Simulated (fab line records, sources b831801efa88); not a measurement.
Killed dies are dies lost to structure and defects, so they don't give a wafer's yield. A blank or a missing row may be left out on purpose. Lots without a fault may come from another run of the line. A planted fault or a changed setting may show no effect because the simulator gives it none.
Chamber matching | flow sky130 | SKY_FIELD_ISO_ETCH_17 on rie_si-02: 4 sister chambers
The step etches Si in HBr/Cl2/O2, target depth 342 nm, time 97.7 s. 4 wafers are shown with their chamber, then 10 later ones without.

WAFERS WITH THEIR CHAMBER
wafer  | chamber | drypump_motor_current_A (A)
L134.5 | 1       | 5.96
L136.3 | 3       | 6.12
L145.2 | 0       | 5.36
L145.4 | 2       | 5.96

WAFERS WITHOUT THEIR CHAMBER
wafer  | drypump_motor_current_A (A)
L145.5 | 5.93
L148.2 | 5.96
L148.5 | 5.97
L148.6 | 5.91
L149.2 | 5.93
L149.3 | 6.09
L149.6 | 6.11
L150.2 | 5.37
L150.4 | 5.97
L150.5 | 5.37

WHICH CHAMBER EACH WENT THROUGH
wafer  | from the rows above     | in truth
L145.5 | can't be placed: 1 or 2 | 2
L148.2 | can't be placed: 1 or 2 | 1
L148.5 | can't be placed: 1 or 2 | 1
L148.6 | can't be placed: 1 or 2 | 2
L149.2 | can't be placed: 1 or 2 | 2
L149.3 | 3                       | 3
L149.6 | 3                       | 3
L150.2 | 0                       | 0
L150.4 | can't be placed: 1 or 2 | 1
L150.5 | 0                       | 0
Placed correctly: 4 of 10. Can't be placed from these rows: 6 (the true chamber is among the candidates in 6). Placed wrongly: 0.
How it was worked out, from the rows above alone: a wafer's distance from a chamber is the root of the sum, over the readings, of the square of ((its reading less the chamber's mean) divided by the reading's scatter). The wafer belongs to the nearest chamber; if the next one is less than 2 further off, it can't be placed. A chamber's mean is the mean of its shown wafers. The scatter: with one shown wafer a chamber, the root of the mean of the squares of how far each hidden wafer lies from its nearest shown one.
